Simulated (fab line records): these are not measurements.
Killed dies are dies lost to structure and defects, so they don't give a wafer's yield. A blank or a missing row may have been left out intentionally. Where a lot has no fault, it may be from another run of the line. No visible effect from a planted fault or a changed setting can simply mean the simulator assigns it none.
fab line records	flow sky130
record: lots: 6	wafers: 18	last-day: 49
route steps=708 shown GATE_OXIDE@192 POLY_GATE@204 RES_PROTECT@206 PAD_OPEN@708
lots that met no fault: from a run of the same line without faults
start-h: hours from the record's first day to the start of the lot's first wafer shown	wait-h: hours since the lot's step before	" as in the row above	L1.1+2: a single row standing in for several wafers	- no value, or no start given	* or withheld: withheld	< > ~ a bound
route shown NAME@n: names a module that has steps shown in the file, with the first one's number in the route	usual: mean/standard deviation of fault-free wafers	same: alike in all rows	chamber/n: place in a boat	sites: readings site by site	_std_site: standard deviation across them	_edge_site: mean of outer sites minus mean of inner sites	radius-mm: for every site, how far away it sits from the centre of the wafer	mask NAME#n: copy n	behind: the most recent tool/chamber to have shaped the wafer	hold: what put the lot on hold/how long, in hours/how the hold closed	device: names the non-switching transistor (n, p or np)	end of line: the route-end tests of the same wafers	a step without rows: its recipe alone	killed: dies lost to structure and defects at the first sort, not the wafer's yield	map: the dies of a wafer, with x for killed, . for not killed, _ for no die there
set.NAME: the setting that was run; set.NAME@STEP: the one run at that earlier step	model.NAME: the simulator's own value behind a step, which no gauge read
lots at some steps of the route; a table a step, a row a wafer
services: when a tool's chamber went out of use (start-h, in hours from the record's first day, below 0 if earlier), for how many hours, and the reason
== steps ==
step: SKY_GATE_OXIDE_COAT_05
recipe: resist: NOVOLAK	spin-rpm: 3000	resist-thk-nm: 1140
step: SKY_GATE_OXIDE_SOFTBAKE_06
recipe: temp-c: 90	time-s: 60	resist: NOVOLAK
step: SKY_GATE_OXIDE_EXPOSE_07
recipe: mask-id: LVOM	na: 0.6	source-shape: conventional	sigma-outer: 0.6	polarization: unpolarized	target-cd-nm: 600	dose-mj: 170
step: SKY_GATE_OXIDE_PEB_08
recipe: temp-c: withheld	time-s: *	resist: NOVOLAK
step: SKY_GATE_OXIDE_DEVELOP_09
recipe: resist: NOVOLAK	developer: TMAH	develop-time-s: 60	dev-temp-c: 23
step: SKY_GATE_OXIDE_OVL_MEAS_10
usual: GATE_OXIDE_OVL: 0.1/1.5
lot.wafer	tool	chamber	start-h	wait-h	GATE_OXIDE_OVL[nm]
L333.1	overlay-02	-	329.72	0.1	0.7
L333.2	"	-	"	"	0.2
L333.3	"	-	"	"	1.6
L334.1	overlay-01	-	339.24	0.1	-2.1
L334.2	"	-	"	"	-0.6
L334.3	"	-	"	"	-0.3
L335.3	overlay-01	-	350.24	0.1	-2.1
L335.4	"	-	"	"	-3.1
L335.5	"	-	"	"	-1.7
L340.3	overlay-01	-	407.93	0.1	0.7
L340.5	"	-	"	"	-1.5
L340.6	"	-	"	"	0.3
L348.2	overlay-02	-	469.53	0.1	1.3
L348.4	"	-	"	"	0.3
L348.5	"	-	"	"	-1.3
L349.2	overlay-01	-	473.14	0.1	0.1
L349.3	"	-	"	"	-0.3
L349.6	"	-	"	"	-0.9
step: SKY_GATE_OXIDE_IMPLANT_11
recipe: species: B	energy-kev: 10	dose-cm2: 2.6e+12	tilt-deg: withheld
step: SKY_GATE_OXIDE_WET_ETCH_12
recipe: chemistry: dHF	target-depth-nm: 16.8	dry: n2-spin	target: SiO2	dilution: 100:1	temp-c: 25	time-s: 336
step: SKY_GATE_OXIDE_STRIP_13
recipe: chemistry: O2/N2	power-w: 1400	pressure-mtorr: 1500	platen-temp-c: withheld	o2-flow-sccm: 3000	n2-flow-sccm: 300	overash-fraction: 0.5
step: SKY_GATE_OXIDE_TW_MEAS_14
usual: GATE_OXIDE_TW: 221.3/2.2
lot.wafer	tool	chamber	start-h	wait-h	GATE_OXIDE_TW
L333.1	film-metro-04	-	330.11	0.1	218.9
L333.2	"	-	"	"	220.4
L333.3	"	-	"	"	219.1
L334.1	film-metro-01	-	339.63	0.1	219.0
L334.2	"	-	"	"	219.3
L334.3	"	-	"	"	221.1
L335.3	film-metro-02	-	350.65	0.1	225.7
L335.4	"	-	"	"	223.2
L335.5	"	-	"	"	223.5
L340.3	film-metro-02	-	408.33	0.1	223.4
L340.5	"	-	"	"	223.5
L340.6	"	-	"	"	223.3
L348.2	film-metro-02	-	469.92	0.1	223.5
L348.4	"	-	"	"	222.8
L348.5	"	-	"	"	223.4
L349.2	film-metro-01	-	473.54	0.1	221.8
L349.3	"	-	"	"	219.8
L349.6	"	-	"	"	219.7
step: SKY_GATE_OXIDE_CLEAN_15
recipe: chemistry: SC1/SC2	mix: 1:4:20	temp-c: 70	time-s: 150	dry: n2-spin
step: SKY_GATE_OXIDE_OXIDATION_16
recipe: temp-c: 800	ambient: O2	idle-temp-c: 700	ramp-up-c-per-min: 10	ramp-down-c-per-min: 3	stabilise-s: 600	purge-s: 300	target-thk-a: 35.7	ox-time-s: 1915
step: SKY_POLY_GATE_CVD_00
recipe: material: poly-Si	target-thk-nm: 180	temp-c: 620	time-s: 720	pressure-mtorr: 200
usual: spike-tc-top-C: 637.1/1.1
lot.wafer	tool	chamber	start-h	wait-h	spike-tc-top-C
L333.1	lpcvd-01	0	331.75	0.0	636.9
L333.2	"	0	"	"	638.5
L333.3	"	0	"	"	637.2
L334.1	lpcvd-01	0	341.28	0.0	637.4
L334.2	"	0	"	"	638.4
L334.3	"	0	"	"	636.4
L335.3	lpcvd-01	0	352.81	0.0	638.5
L335.4	"	0	"	"	636.5
L335.5	"	0	"	"	638.7
L340.3	lpcvd-01	1	410.36	0.0	636.4
L340.5	"	1	"	"	635.7
L340.6	"	1	"	"	636.8
L348.2	lpcvd-01	1	471.72	0.0	638.6
L348.4	"	1	"	"	635.9
L348.5	"	1	"	"	637.3
L349.2	lpcvd-01	0	475.17	0.0	637.0
L349.3	"	0	"	"	639.8
L349.6	"	0	"	"	636.6
step: SKY_POLY_GATE_THK_MEAS_01
recipe: reads: poly-Si_of_POLY_GATE_CVD_00
usual: POLY_GATE_CVD_00_THK: 180.1/1.6
lot.wafer	tool	chamber	start-h	wait-h	POLY_GATE_CVD_00_THK[nm]
L333.1	film-metro-04	-	332.95	0.0	179.8
L333.2	"	-	"	"	179.8
L333.3	"	-	"	"	179.8
L334.1	film-metro-01	-	343.08	0.0	181.3
L334.2	"	-	"	"	180.8
L334.3	"	-	"	"	182.0
L335.3	film-metro-01	-	355.53	0.0	177.3
L335.4	"	-	"	"	176.5
L335.5	"	-	"	"	177.2
L340.3	film-metro-03	-	411.58	0.0	179.1
L340.5	"	-	"	"	179.0
L340.6	"	-	"	"	179.3
L348.2	film-metro-03	-	472.93	0.0	181.3
L348.4	"	-	"	"	181.1
L348.5	"	-	"	"	181.0
L349.2	film-metro-03	-	476.38	0.0	179.4
L349.3	"	-	"	"	180.4
L349.6	"	-	"	"	179.6
step: SKY_RES_PROTECT_DEHYDRATE_00
recipe: temp-c: 200	time-s: 60
step: SKY_RES_PROTECT_HMDS_01
recipe: prime-time-s: 60	prime-temp-c: 120
step: SKY_RES_PROTECT_COAT_02
recipe: resist: NOVOLAK	spin-rpm: 3000	resist-thk-nm: 1140
step: SKY_RES_PROTECT_SOFTBAKE_03
recipe: temp-c: 90	time-s: 60	resist: NOVOLAK
step: SKY_RES_PROTECT_EXPOSE_04
recipe: mask-id: RPM	na: 0.6	source-shape: conventional	sigma-outer: 0.6	polarization: unpolarized	target-cd-nm: 1270	dose-mj: 131
step: SKY_RES_PROTECT_PEB_05
recipe: temp-c: withheld	time-s: *	resist: NOVOLAK
step: SKY_RES_PROTECT_DEVELOP_06
recipe: resist: NOVOLAK	developer: TMAH	develop-time-s: 60	dev-temp-c: 23
step: SKY_POLY_GATE_IMPLANT_02
recipe: species: P	energy-kev: 30	dose-cm2: 7.7e+15	tilt-deg: 0
step: SKY_RES_PROTECT_STRIP_07
recipe: chemistry: O2/N2	power-w: 1400	pressure-mtorr: 1500	platen-temp-c: withheld	o2-flow-sccm: 3000	n2-flow-sccm: 300	overash-fraction: 0.5
usual: drypump-motor-current-A: 5.8/0.6	oes-product-au: 0.518/0.0047	strip-time-to-endpoint-s: 23.30/0.045
lot.wafer	tool	chamber	start-h	wait-h	drypump-motor-current-A	oes-product-au	rf-hours-counter-h	strip-time-to-endpoint-s
L333.1	plasma-asher-04	0	360.37	0.1	6.8	0.525	54	23.26
L333.2	"	1	"	"	5.3	0.517	54	23.26
L333.3	"	0	"	"	6.8	0.519	-	23.26
L334.1	plasma-asher-01	0	371.92	0.1	5.2	0.514	68	23.33
L334.2	"	1	"	"	5.5	0.513	68	23.30
L334.3	"	1	"	"	5.5	0.523	-	23.30
L335.3	plasma-asher-01	0	384.46	0.1	5.2	0.518	-	23.32
L335.4	"	1	"	"	5.5	0.518	-	23.26
L335.5	"	0	"	"	5.2	0.514	-	23.31
L340.3	plasma-asher-04	0	441.90	0.1	6.8	0.520	-	23.31
L340.5	"	1	"	"	5.3	0.514	-	23.34
L340.6	"	0	"	"	6.8	0.520	-	23.34
L348.2	plasma-asher-03	1	504.32	0.1	5.4	0.519	79	23.31
L348.4	"	1	"	"	5.3	0.511	-	23.28
L348.5	"	0	"	"	5.8	0.516	-	23.27
L349.2	plasma-asher-04	1	508.27	0.1	5.3	0.521	70	23.34
L349.3	"	1	"	"	5.3	0.520	-	23.33
L349.6	"	0	"	"	6.8	0.514	-	23.33
step: SKY_RES_PROTECT_TW_MEAS_08
usual: POLY_GATE_TW: 3999/29
lot.wafer	tool	chamber	start-h	wait-h	POLY_GATE_TW
L333.1	film-metro-03	-	360.47	0.1	3997
L333.2	"	-	"	"	3987
L333.3	"	-	"	"	3988
L334.1	film-metro-02	-	372.02	0.1	4033
L334.2	"	-	"	"	4012
L334.3	"	-	"	"	4040
L335.3	film-metro-04	-	384.55	0.1	3954
L335.4	"	-	"	"	3983
L335.5	"	-	"	"	3976
L340.3	film-metro-02	-	441.99	0.1	4037
L340.5	"	-	"	"	4035
L340.6	"	-	"	"	4026
L348.2	film-metro-04	-	504.43	0.1	3975
L348.4	"	-	"	"	3965
L348.5	"	-	"	"	4000
L349.2	film-metro-03	-	508.38	0.1	3982
L349.3	"	-	"	"	3996
L349.6	"	-	"	"	3990
step: SKY_RES_PROTECT_CLEAN_09
recipe: chemistry: SC1/SC2	mix: 1:4:20	temp-c: 70	time-s: 150	dry: n2-spin
step: SKY_POLY_GATE_CVD_03
recipe: material: Si3N4	precursor: DCS/NH3	target-thk-nm: 75	temp-c: 770	time-s: 1290	pressure-mtorr: 250
step: SKY_POLY_GATE_THK_MEAS_04
recipe: reads: Si3N4_of_POLY_GATE_CVD_03
usual: POLY_GATE_CVD_03_THK: 75.0/0.76
lot.wafer	tool	chamber	start-h	wait-h	POLY_GATE_CVD_03_THK[nm]
L333.1	film-metro-01	-	361.94	0.0	73.9
L333.2	"	-	"	"	74.1
L333.3	"	-	"	"	74.2
L334.1	film-metro-01	-	373.49	0.0	73.7
L334.2	"	-	"	"	73.3
L334.3	"	-	"	"	73.6
L335.3	film-metro-04	-	386.02	0.0	73.9
L335.4	"	-	"	"	73.9
L335.5	"	-	"	"	74.9
L340.3	film-metro-04	-	444.53	0.0	74.1
L340.5	"	-	"	"	74.5
L340.6	"	-	"	"	75.3
L348.2	film-metro-03	-	507.75	0.0	75.9
L348.4	"	-	"	"	75.7
L348.5	"	-	"	"	74.7
L349.2	film-metro-04	-	509.85	0.0	75.1
L349.3	"	-	"	"	74.5
L349.6	"	-	"	"	74.9
step: SKY_POLY_GATE_DEHYDRATE_05
recipe: temp-c: 200	time-s: 60
step: SKY_POLY_GATE_HMDS_06
recipe: prime-time-s: 60	prime-temp-c: 120
step: SKY_POLY_GATE_COAT_07
recipe: resist: BARC	temp-c: withheld	time-s: withheld	spin-rpm: 3000	resist-thk-nm: 110
step: SKY_POLY_GATE_COAT_08
recipe: resist: KrF-thick	spin-rpm: 3000	resist-thk-nm: 450
step: SKY_POLY_GATE_SOFTBAKE_09
recipe: temp-c: 100	time-s: 90	resist: KrF-thick
step: SKY_POLY_GATE_EXPOSE_10
recipe: mask-id: P1M	na: 0.68	source-shape: conventional	sigma-outer: 0.6	target-cd-nm: 150	dose-mj: 28
step: SKY_POLY_GATE_PEB_11
recipe: peb-temp-c: withheld	peb-time-s: withheld	resist: KrF-thick
step: SKY_POLY_GATE_DEVELOP_12
recipe: develop-time-s: 60	resist: KrF-thick	dev-temp-c: 21
step: SKY_POLY_GATE_CD_MEAS_13
recipe: target-cd-nm: 150
usual: cd-nm: 149.7/1.5
lot.wafer	tool	chamber	start-h	wait-h	cd-nm
L333.1	cd-sem-02	-	390.68	-	150.9
L333.2	"	-	"	"	150.3
L333.3	"	-	"	"	149.5
L334.1	cd-sem-02	-	402.33	-	146.5
L334.2	"	-	"	"	149.3
L334.3	"	-	"	"	146.8
L335.3	cd-sem-01	-	414.91	-	148.1
L335.4	"	-	"	"	149.5
L335.5	"	-	"	"	149.4
L340.3	cd-sem-01	-	476.32	-	149.8
L340.5	"	-	"	"	149.0
L340.6	"	-	"	"	147.3
L348.2	cd-sem-01	-	538.94	-	149.4
L348.4	"	-	"	"	149.7
L348.5	"	-	"	"	148.6
L349.2	cd-sem-02	-	539.60	-	149.3
L349.3	"	-	"	"	148.7
L349.6	"	-	"	"	150.4
step: SKY_POLY_GATE_OVL_MEAS_14
usual: POLY_GATE_OVL: 1/4.3
lot.wafer	tool	chamber	start-h	wait-h	POLY_GATE_OVL[nm]
L333.1	overlay-02	-	390.80	0.1	-4
L333.2	"	-	"	"	2
L333.3	"	-	"	"	-4
L334.1	overlay-02	-	402.45	0.1	-3
L334.2	"	-	"	"	-3
L334.3	"	-	"	"	2
L335.3	overlay-02	-	415.01	0.1	7
L335.4	"	-	"	"	1
L335.5	"	-	"	"	5
L340.3	overlay-02	-	476.42	0.1	-2
L340.5	"	-	"	"	-2
L340.6	"	-	"	"	0
L348.2	overlay-01	-	539.05	0.1	-10
L348.4	"	-	"	"	1
L348.5	"	-	"	"	10
L349.2	overlay-02	-	539.71	0.1	1
L349.3	"	-	"	"	-1
L349.6	"	-	"	"	4
step: SKY_POLY_GATE_ETCH_15
recipe: chemistry: N2/H2	target: BARC	ion-energy-ev: 200	source-w: 500	bias-w: 100	pressure-mtorr: 30	n2-flow-sccm: 100	h2-flow-sccm: 200	stop-on: SiO2	time-s: 118.5	target-depth-a: 1100
usual: drypump-motor-current-A: 5.6/0.42	oes-product-au: 0.717/0.0041	throttle-valve-pct: 13.213/0.0087
lot.wafer	tool	chamber	start-h	wait-h	drypump-motor-current-A	oes-product-au	rf-hours-counter-h	throttle-valve-pct
L333.1	rie-diel-04	1	390.84	0.0	6.2	0.715	58	13.207
L333.2	"	2	"	"	5.2	0.722	8	13.217
L333.3	"	0	"	"	5.1	0.708	62	13.223
L334.1	rie-diel-04	1	402.49	0.0	6.2	0.718	58	13.221
L334.2	"	3	"	"	5.1	0.718	8	13.210
L334.3	"	2	"	"	5.2	0.715	9	13.225
L335.3	rie-diel-01	2	415.03	0.0	5.9	0.720	2	13.208
L335.4	"	1	"	"	5.5	0.719	4	13.214
L335.5	"	0	"	"	5.0	0.721	-	13.224
L340.3	rie-diel-01	1	476.44	0.0	5.5	0.718	5	13.219
L340.5	"	3	"	"	5.5	0.720	-	13.197
L340.6	"	0	"	"	5.0	0.718	-	13.213
L348.2	rie-diel-04	1	539.08	0.0	6.2	0.721	62	13.221
L348.4	"	2	"	"	5.2	0.719	12	13.219
L348.5	"	2	"	"	5.2	0.724	-	13.220
L349.2	rie-diel-02	3	539.74	0.0	5.3	0.716	31	13.211
L349.3	"	1	"	"	5.8	0.722	71	13.214
L349.6	"	3	"	"	5.4	0.722	-	13.224
step: SKY_POLY_GATE_ETCH_16
recipe: stop-on: poly-Si	chemistry: CH3F/O2	target: Si3N4	source-w: 400	bias-w: 80	pressure-mtorr: 25	ch3f-flow-sccm: 40	O2_flow_sccm: 30	time-s: 147.5	target-depth-a: 750
usual: ch3f-flow-sccm: 39.99/0.12	drypump-motor-current-A: 5.6/0.41	oes-product-au: 0.641/0.005	throttle-valve-pct: 10.535/0.009
lot.wafer	tool	chamber	start-h	wait-h	ch3f-flow-sccm	drypump-motor-current-A	oes-product-au	rf-hours-counter-h	throttle-valve-pct
L333.1	rie-diel-04	1	390.92	0.0	39.99	6.2	0.638	58	10.542
L333.2	"	2	"	"	40.18	5.2	0.632	8	10.523
L333.3	"	0	"	"	40.06	5.1	0.643	62	10.536
L334.1	rie-diel-04	1	402.57	0.0	39.75	6.1	0.628	58	10.535
L334.2	"	3	"	"	40.06	5.1	0.634	8	10.529
L334.3	"	2	"	"	40.08	5.2	0.630	9	10.534
L335.3	rie-diel-01	2	415.11	0.0	40.11	5.8	0.639	2	10.538
L335.4	"	1	"	"	39.83	5.5	0.636	4	10.533
L335.5	"	0	"	"	40.14	5.0	0.634	-	10.540
L340.3	rie-diel-01	1	476.52	0.0	40.01	5.5	0.638	5	10.533
L340.5	"	3	"	"	40.09	5.5	0.641	-	10.529
L340.6	"	0	"	"	39.96	5.0	0.640	-	10.542
L348.2	rie-diel-04	1	539.16	0.0	39.97	6.2	0.643	62	10.547
L348.4	"	2	"	"	40.05	5.2	0.644	12	10.531
L348.5	"	2	"	"	39.88	5.2	0.648	-	10.529
L349.2	rie-diel-02	3	539.82	0.0	40.01	5.3	0.637	31	10.537
L349.3	"	1	"	"	40.18	5.8	0.643	71	10.537
L349.6	"	3	"	"	40.09	5.4	0.638	-	10.528
step: SKY_POLY_GATE_ETCH_17
recipe: target-depth-nm: 180	stop-on: SiO2	over-etch-frac: 0.56667	chemistry: HBr/Cl2	target: poly-Si	icp-w: 400	bias-w: 100	pressure-mtorr: 10	HBr_flow_sccm: 150	Cl2_flow_sccm: 50	time-s: 70.5
usual: drypump-motor-current-A: 5.7/0.46	oes-product-au: 0.989/0.0081	throttle-valve-pct: 33.684/0.0087
same: over-etch-frac: 0.56667
lot.wafer	tool	chamber	start-h	wait-h	drypump-motor-current-A	oes-product-au	rf-hours-counter-h	throttle-valve-pct
L333.1	rie-si-02	0	391.02	0.0	5.9	0.991	2	33.684
L333.2	"	3	"	"	4.9	0.980	2	33.690
L333.3	"	2	"	"	5.6	0.998	3	33.672
L334.1	rie-si-01	1	402.67	0.0	5.8	1.007	3	33.695
L334.2	"	0	"	"	5.5	0.993	3	33.675
L334.3	"	2	"	"	6.5	1.002	20	33.699
L335.3	rie-si-01	1	415.21	0.0	5.8	0.980	3	33.692
L335.4	"	2	"	"	6.4	0.980	20	33.689
L335.5	"	3	"	"	5.3	0.990	-	33.669
L340.3	rie-si-02	1	476.62	0.0	6.1	0.977	3	33.677
L340.5	"	2	"	"	5.5	0.990	-	33.679
L340.6	"	3	"	"	4.9	0.975	-	33.686
L348.2	rie-si-02	2	539.26	0.0	5.6	0.995	4	33.692
L348.4	"	3	"	"	4.9	0.995	-	33.680
L348.5	"	0	"	"	5.9	0.994	-	33.682
L349.2	rie-si-01	1	539.92	0.0	5.8	0.985	3	33.693
L349.3	"	3	"	"	5.3	1.001	7	33.681
L349.6	"	0	"	"	5.6	0.983	-	33.679
step: SKY_POLY_GATE_STRIP_18
recipe: chemistry: O2/N2	power-w: 1400	pressure-mtorr: 1500	platen-temp-c: withheld	o2-flow-sccm: 3000	n2-flow-sccm: 300	overash-fraction: 0.5
usual: drypump-motor-current-A: 5.9/0.52	oes-product-au: 0.360/0.0051	strip-time-to-endpoint-s: 3.14/0.058
lot.wafer	tool	chamber	start-h	wait-h	drypump-motor-current-A	oes-product-au	rf-hours-counter-h	strip-time-to-endpoint-s
L333.1	plasma-asher-03	1	391.08	0.0	5.3	0.366	67	3.18
L333.2	"	0	"	"	5.8	0.360	67	3.08
L333.3	"	0	"	"	5.8	0.353	-	3.08
L334.1	plasma-asher-04	0	402.73	0.0	6.8	0.359	59	3.19
L334.2	"	1	"	"	5.2	0.363	59	3.19
L334.3	"	1	"	"	5.2	0.363	-	3.06
L335.3	plasma-asher-04	0	415.30	0.1	6.8	0.349	-	3.07
L335.4	"	1	"	"	5.3	0.359	-	3.14
L335.5	"	1	"	"	5.2	0.355	-	3.06
L340.3	plasma-asher-03	1	476.71	0.1	5.3	0.358	-	3.22
L340.5	"	1	"	"	5.3	0.366	-	3.14
L340.6	"	0	"	"	5.8	0.366	-	3.09
L348.2	plasma-asher-02	0	539.32	0.0	6.3	0.355	39	3.18
L348.4	"	0	"	"	6.3	0.367	-	3.13
L348.5	"	1	"	"	5.9	0.358	-	3.14
L349.2	plasma-asher-04	1	539.98	0.0	5.3	0.353	74	3.16
L349.3	"	0	"	"	6.8	0.362	-	3.12
L349.6	"	1	"	"	5.3	0.361	-	3.11
step: SKY_POLY_GATE_CLEAN_19
recipe: chemistry: SC1/SC2	mix: 1:4:20	temp-c: 70	time-s: 150	dry: n2-spin
step: SKY_PAD_OPEN_PROBE_99
usual: killed_at_M0_to_M3: 43/6.6	killed_at_M4_up: 3.2/1.9	killed-at-contacts: 25/5.3	killed-at-front-end: 16/4.5	killed-at-other: 0.3/0.63	killed-dies: 87/8.9	killed-open: 48/7.9	killed-short: 39/5.3
same: gross-dies: 492	killed-at-back-side: 0
lot.wafer	tool	chamber	start-h	wait-h	killed_at_M0_to_M3	killed_at_M4_up	killed-at-contacts	killed-at-front-end	killed-at-other	killed-dies	killed-open	killed-short
L334.1	prober-01	-	1095.89	0.1	39	5	27	16	0	87	47	40
L334.2	prober-01	-	1095.94	0.1	33	3	28	16	0	80	41	39
L334.3	prober-01	-	1095.99	0.2	36	2	22	12	1	73	41	31
L340.3	prober-01	-	1143.10	0.2	45	3	25	14	0	87	46	41
L340.5	prober-01	-	1143.20	0.2	38	4	29	12	0	83	46	37
L340.6	prober-01	-	1143.25	0.2	40	5	17	17	0	79	35	44
L348.2	prober-01	-	1178.34	0.1	34	3	21	81	1	140	33	44
L348.4	prober-01	-	1178.44	0.2	31	3	29	73	0	136	37	37
L348.5	prober-01	-	1178.49	0.2	34	4	22	74	1	135	41	34
L349.2	prober-02	-	1180.03	0.1	44	2	18	72	0	136	51	25
L349.3	prober-02	-	1180.08	0.2	39	1	24	69	0	133	38	42
L349.6	prober-02	-	1180.23	0.2	31	1	23	72	0	127	34	33
killed by level:class
L334.1 VIA1:geometric-particle:open=13 CONTACT:geometric-particle:open=8 CONTACT:geometric-particle:short=8 METAL2:geometric-particle:short=7 LOCAL_INTERCONNECT:geometric-particle:short=6 VIA2:geometric-particle:open=6 FIELD_ISO:geometric-particle:open=4 SPACER:geometric-particle:open=3
L334.2 VIA1:geometric-particle:open=10 CONTACT:geometric-particle:open=9 LI_CONTACT:geometric-particle:open=7 LOCAL_INTERCONNECT:geometric-particle:short=7 FIELD_ISO:geometric-particle:open=5 METAL1:geometric-particle:short=5 VIA2:geometric-particle:short=5 METAL2:geometric-particle:short=4
L334.3 VIA1:geometric-particle:open=10 CONTACT:geometric-particle:open=8 CONTACT:geometric-particle:short=5 LI_CONTACT:geometric-particle:open=5 VIA2:geometric-particle:short=5 POLY_GATE:geometric-particle:open=4 VIA1:geometric-particle:short=4 METAL2:geometric-particle:short=4
L340.3 CONTACT:geometric-particle:open=9 LI_CONTACT:geometric-particle:open=8 VIA1:geometric-particle:open=6 METAL3:geometric-particle:short=6 VIA2:geometric-particle:open=6 METAL2:geometric-particle:short=5 LOCAL_INTERCONNECT:geometric-particle:short=4 POLY_GATE:geometric-particle:open=4
L340.5 CONTACT:geometric-particle:open=11 METAL2:geometric-particle:short=9 VIA2:geometric-particle:open=9 LI_CONTACT:geometric-particle:open=7 VIA1:geometric-particle:open=6 VIA3:geometric-particle:open=5 FIELD_ISO:geometric-particle:short=4 METAL4:geometric-particle:short=4
L340.6 METAL2:geometric-particle:short=8 CONTACT:geometric-particle:open=6 VIA2:geometric-particle:open=6 VIA1:geometric-particle:short=5 FIELD_ISO:geometric-particle:open=5 POLY_GATE:geometric-particle:short=5 LOCAL_INTERCONNECT:geometric-particle:short=5 METAL1:geometric-particle:short=5
L348.2 POLY_GATE:unspecified=62 FIELD_ISO:geometric-particle:short=12 CONTACT:geometric-particle:open=10 CONTACT:geometric-particle:short=7 VIA2:geometric-particle:open=6 VIA3:geometric-particle:open=6 METAL1:geometric-particle:short=5 METAL2:geometric-particle:short=5
L348.4 POLY_GATE:unspecified=62 CONTACT:geometric-particle:open=12 CONTACT:geometric-particle:short=8 METAL1:geometric-particle:short=5 VIA1:geometric-particle:short=5 VIA1:geometric-particle:open=5 LI_CONTACT:geometric-particle:open=4 METAL3:geometric-particle:short=4
L348.5 POLY_GATE:unspecified=60 CONTACT:geometric-particle:open=12 VIA1:geometric-particle:open=6 VIA2:geometric-particle:open=6 METAL1:geometric-particle:short=5 FIELD_ISO:geometric-particle:open=4 CONTACT:geometric-particle:short=4 METAL2:geometric-particle:short=4
L349.2 POLY_GATE:unspecified=60 VIA1:geometric-particle:open=16 CONTACT:geometric-particle:open=9 VIA2:geometric-particle:open=8 METAL1:geometric-particle:short=5 VIA3:geometric-particle:open=5 POLY_GATE:geometric-particle:short=3 LI_CONTACT:geometric-particle:open=3
L349.3 POLY_GATE:unspecified=53 VIA1:geometric-particle:open=9 LI_CONTACT:geometric-particle:open=7 POLY_GATE:geometric-particle:short=7 CONTACT:geometric-particle:open=7 VIA1:geometric-particle:short=6 METAL1:geometric-particle:short=5 METAL2:geometric-particle:short=5
L349.6 POLY_GATE:unspecified=59 LI_CONTACT:geometric-particle:open=10 VIA3:geometric-particle:open=9 FIELD_ISO:geometric-particle:short=5 METAL2:geometric-particle:short=5 LOCAL_INTERCONNECT:geometric-particle:short=4 CONTACT:geometric-particle:open=4 VIA1:geometric-particle:short=4
map L348.2 (x killed, . not)
__________.x........_________
________...x..x..x...._______
______..x....x......xx.._____
_____.x...x.........x...x____
____...............xxxxx..___
___.....x.......x.xxxxxxxxx__
__..x...x.....x.xxxxxxxxxxxx_
_.....x..x.x..x..xxxxxxxxxxx.
_..x.............xxxxxxxxxx.x
_..x........x...x..xxxxxxx...
_x.....x...xx....x.xxxxxxxxx.
_.x..x......x.......xx.xxxx..
_.......x.....x.x..xxx..xx...
_.x...x....x.xxx.x..xxx......
_...............x.x........x.
__....................x....._
___..x..........x.........x__
____..x...x......x..x.....___
_____.........xxx........____
______.......x.....x...x_____
________.x............_______
__________..x......._________
map L349.2 (x killed, . not)
__________........x._________
________......x...x..._______
______x.x.x............._____
_____.........x..........____
____...........x........xx___
___x......x...x..x.x.x..xxx__
__.........x....x....x.....x_
_....x.xxx...................
_......x..x..........xx......
_...x..x.......xxx.x.......x.
_x....x.x..x.............x...
_...x....x..xx...............
_xxx..xxxxx..xx...x..........
_.x.xxxxxxxxxx............xxx
_....xxxxxxxxx...x......x....
__...xxxxxxxxx.x..x..x....xx_
___.xxxxxxxxxxx............__
____xxxxxxxxxxx..x.....x..___
_____...xxxxxx......x....____
______x.xxx..x.........._____
________.....x........_______
__________.x......x._________
== services ==
tool	chamber	start-h	hours	kind
rie-diel-01	1	331.75	3.9	repair
rie-si-01	3	337.39	5.8	repair
rie-si-02	1	350.01	5.5	repair
rie-diel-01	-	362.92	0.9	repair
plasma-asher-03	-	366.31	15.6	pm
rie-si-02	1	381.26	1.4	repair
rie-diel-04	0	391.93	23.5	repair
rie-diel-01	2	396.11	4.6	repair
rie-si-02	-	404.72	0.2	repair
rie-si-02	3	411.80	14.0	repair
rie-diel-01	2	415.26	14.7	repair
rie-si-01	1	416.09	9.8	repair
rie-diel-04	0	420.48	13.2	repair
lpcvd-01	-	422.33	1.8	repair
rie-diel-04	1	442.87	7.0	repair
rie-si-02	2	446.29	20.0	repair
rie-si-02	3	451.70	6.4	repair
lpcvd-01	-	458.28	2.8	pm
rie-diel-01	1	459.15	9.1	repair
plasma-asher-04	-	472.09	0.7	repair
lpcvd-01	-	501.07	0.5	repair
rie-diel-01	-	523.76	2.8	pm
rie-diel-04	3	531.85	5.6	repair
lpcvd-01	-	537.89	1.2	repair
== key ==
first-sign: step: SKY_PAD_OPEN_PROBE_99	reading: killed-at-front-end	direction: up	sigmas: 13	usual: 16	struck: 74
effect: step: SKY_PAD_OPEN_PROBE_99	reading: killed-dies	direction: up	sigmas: 5.3	usual: 87	struck: 134
met-at SKY_POLY_GATE_CVD_00
struck-wafers L348.2,L348.4,L348.5,L349.2,L349.3,L349.6
tester-left-out L348,L349
onset-between 410.36 471.72
also-fits time
fault: kind: chamber-particle-source	tool: lpcvd-01	chamber: -	onset-h: 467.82	steps: SKY_POLY_GATE_CVD_00	rate-per-visit-cm2: 1.3637	end-h: 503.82
tester-left-out: of these lots the tester's yield and bins aren't shown, on N5 and GAA mostly nor the transistor test; their killed dies are dies lost to structure and defects alone, not to doping, threshold or leakage, so they don't give the yield
